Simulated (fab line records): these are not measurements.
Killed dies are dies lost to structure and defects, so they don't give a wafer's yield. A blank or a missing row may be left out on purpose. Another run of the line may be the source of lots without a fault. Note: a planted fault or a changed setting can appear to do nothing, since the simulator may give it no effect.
The tool behind it: which one? | flow sfq line | Sampling: 14 lots, 42 wafers, 4 of 325 route steps

## WHAT THE GAUGES SHOWED, per wafer
SFQ_I5_OVL_MEAS_936. Usual: I5_OVL gives 0 nm (standard deviation 5.8).
lot  | measured     | on         | I5_OVL (nm) | flag
L896 | day 59 06:41 | overlay-01 | -5 -5 -2    |
L897 | day 59 10:17 | overlay-01 | 3 8 -1      |
L898 | day 59 15:05 | overlay-02 | -4 5 4      |
L899 | day 59 19:53 | overlay-02 | 7 0 5       |
L901 | day 60 14:10 | overlay-01 | 10 -6 2     |
L902 | day 60 17:46 | overlay-02 | -7 -2 -7    |
L903 | day 60 18:58 | overlay-02 | 2 -1 -2     |
L904 | day 60 20:10 | overlay-01 | 2 3 -3      |
L905 | day 62 10:50 | overlay-02 | -9 -10 -8   |
L907 | day 62 14:32 | overlay-01 | -5 0 -2     |
L908 | day 64 04:56 | overlay-02 | 3 9 -1      |
L909 | day 64 07:20 | overlay-02 | 4 9 -1      |
L914 | day 64 20:32 | overlay-02 | 0 7 0       |
L917 | day 66 01:11 | overlay-01 | 4 10 12     |

SFQ_I6_BOW_MEAS_941. Usual: I6_BOW gives 10 um (standard deviation 12).
lot  | measured     | on            | I6_BOW (um) | flag
L896 | day 65 17:46 | film metro-01 | -4 7 2      |
L897 | day 65 20:46 | film metro-01 | 21 21 18    |
L898 | day 65 23:47 | film metro-01 | 17 19 27    |
L899 | day 66 02:46 | film metro-02 | 4 4 1       |
L901 | day 66 14:48 | film metro-02 | 16 15 11    |
L902 | day 66 15:07 | film metro-01 | 15 10 11    |
L903 | day 66 17:46 | film metro-02 | 35 32 36    |
L904 | day 66 18:09 | film metro-01 | 27 25 20    |
L905 | day 68 10:30 | film metro-02 | 3 -1 3      |
L907 | day 68 19:26 | film metro-02 | 16 8 2      |
L908 | day 69 02:51 | film metro-01 | 0 0 0       |
L909 | day 69 08:51 | film metro-01 | 18 7 6      |
L914 | day 70 01:19 | film metro-02 | -6 -2 7     |
L917 | day 70 21:06 | film metro-02 | 14 10 4     |

## EACH LOT AND THE TOOL THAT RAN IT (in order: tool; ch and the chambers of the sampled wafers; start)
lot  | SFQ_TRILAYER_R5_DEP_SPUTTER_134 | SFQ_TRILAYER_C5_BARC_OPEN_VIA_ETCH_210
L896 | pvd sputter-03, day 47 00:58    | rie diel-01 ch 0,1,3, day 64 02:49
L897 | pvd sputter-03, day 47 03:58    | rie diel-01 ch 0,2,3, day 64 05:13
L898 | pvd sputter-03, day 47 09:52    | rie diel-04 ch 1,2,3, day 64 10:01
L899 | pvd sputter-03, day 47 15:58    | rie diel-04 ch 1,2,3, day 64 13:37
L901 | pvd sputter-05, day 48 11:37    | rie diel-01 ch 0,1,2, day 65 05:13
L902 | pvd sputter-05, day 49 06:28    | rie diel-02 ch 0,2, day 65 08:49
L903 | pvd sputter-03, day 49 07:49    | rie diel-04 ch 1,2, day 65 10:01
L904 | pvd sputter-05, day 49 21:43    | rie diel-01 ch 2,3, day 65 11:13
L905 | pvd sputter-03, day 56 12:38    | rie diel-02 ch 0,1,3, day 66 22:01
L907 | pvd sputter-06, day 57 09:04    | rie diel-01 ch 1,2,3, day 67 01:37
L908 | pvd sputter-03, day 57 14:22    | rie diel-04 ch 1,2,3, day 68 00:13
L909 | pvd sputter-06, day 57 17:22    | rie diel-04 ch 1,2, day 68 21:50
L914 | pvd sputter-03, day 59 23:47    | rie diel-02 ch 1,2,3, day 69 12:01
L917 | pvd sputter-05, day 61 10:00    | rie diel-02 ch 0,1, day 70 07:22
- SFQ_TRILAYER_R5_DEP_SPUTTER_134: material Ti, target thk 5 nm, time 5 s.
- SFQ_TRILAYER_C5_BARC_OPEN_VIA_ETCH_210: etches BARC in O2, target depth 125 nm, time 41.7 s.

## AS READ BY THE TOOLS THEMSELVES (means over the sampled wafers that have a number; for cases with no such wafer, the mark the record gives instead)
SFQ_TRILAYER_R5_DEP_SPUTTER_134. Usual: base pressure pa 1.32e-06 Pa, standard deviation 8.3e-08; throttle valve pct 30.1 %, standard deviation 1.1.
lot  | tool           | base pressure pa (Pa) | throttle valve pct (%) | flag
L896 | pvd sputter-03 | 1.30e-06              | 30.1                   |
L897 | pvd sputter-03 | 1.33e-06              | 30.6                   |
L898 | pvd sputter-03 | 1.27e-06              | 30.6                   |
L899 | pvd sputter-03 | 1.24e-06              | 29.5                   |
L901 | pvd sputter-05 | 1.37e-06              | 31.0                   |
L902 | pvd sputter-05 | 1.33e-06              | 30.7                   |
L903 | pvd sputter-03 | 1.29e-06              | 31.0                   |
L904 | pvd sputter-05 | 1.31e-06              | 31.3                   |
L905 | pvd sputter-03 | 1.28e-06              | 31.0                   |
L907 | pvd sputter-06 | 1.28e-06              | 29.5                   |
L908 | pvd sputter-03 | 1.39e-06              | 29.8                   |
L909 | pvd sputter-06 | 1.29e-06              | 28.6                   |
L914 | pvd sputter-03 | 1.29e-06              | 29.9                   |
L917 | pvd sputter-05 | 1.28e-06              | 30.9                   |

SFQ_TRILAYER_C5_BARC_OPEN_VIA_ETCH_210. Usual: drypump motor current A 5.8 A, standard deviation 0.35; oes product au 0.685 a.u., standard deviation 0.0049; rf fwd power W 494.9 W, standard deviation 2.
lot  | tool        | drypump motor current A (A) | oes product au (a.u.) | rf fwd power W (W) | flag
L896 | rie diel-01 | 5.9                         | 0.685                 | 494.0              |
L897 | rie diel-01 | 5.9                         | 0.682                 | 493.4              |
L898 | rie diel-04 | 6.0                         | 0.683                 | 494.3              |
L899 | rie diel-04 | 5.9                         | 0.684                 | 494.3              |
L901 | rie diel-01 | 5.7                         | 0.689                 | 492.1              |
L902 | rie diel-02 | 5.9                         | 0.683                 | 494.4              |
L903 | rie diel-04 | 6.2                         | 0.687                 | 496.8              |
L904 | rie diel-01 | 6.1                         | 0.689                 | 493.6              |
L905 | rie diel-02 | 5.7                         | 0.685                 | 496.7              |
L907 | rie diel-01 | 5.9                         | 0.686                 | 494.8              |
L908 | rie diel-04 | 6.0                         | 0.683                 | 496.4              |
L909 | rie diel-04 | 6.4                         | 0.683                 | 495.2              |
L914 | rie diel-02 | 5.7                         | 0.686                 | 295.9              | OFF
L917 | rie diel-02 | 5.6                         | 0.684                 | 296.9              | OFF

## THE ANSWER, worked out from the rows above alone
Rule: a lot is off if the mean of its wafers that have a number lies more than 3 standard deviations from the usual mean. A lot without any number at a reading at which 4 lots or more have one is off too. The other lots that the step has rows for count as sound. After the gauges, taken in route order, come the tools' own readings; for these a lot's mean is taken, as printed above. The first step at which some lot is off is used, and at that step the reading that is off furthest; a lot without a number counts as furthest.
Off, at SFQ_TRILAYER_C5_BARC_OPEN_VIA_ETCH_210 on rf fwd power W: L914, L917.
If a tool, at that step or one of the process steps before it, ran each lot that is off and ran no sound lot following the first of them, it fits. One candidate fits, namely rie diel-02 at SFQ_TRILAYER_C5_BARC_OPEN_VIA_ETCH_210. A fault onset in the window from L905 (day 66 22:01, its last sound lot) to L914 (day 69 12:01, its first lot off) fits.
On the lots that are off, the tool's own readings at SFQ_TRILAYER_C5_BARC_OPEN_VIA_ETCH_210 differ by more than 5 times the standard deviation of the sound lots' means, which bears it out; rf fwd power W reads 296.4 W there versus 494.7 W on the sound lots.

## WHAT WAS PUT IN BY THE SIMULATOR
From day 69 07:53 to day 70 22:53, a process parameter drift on rie diel-02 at SFQ_TRILAYER_C5_BARC_OPEN_VIA_ETCH_210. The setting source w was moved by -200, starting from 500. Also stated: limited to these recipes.
Shown lots that were struck: L914, L917. The rule above reached the same finding.
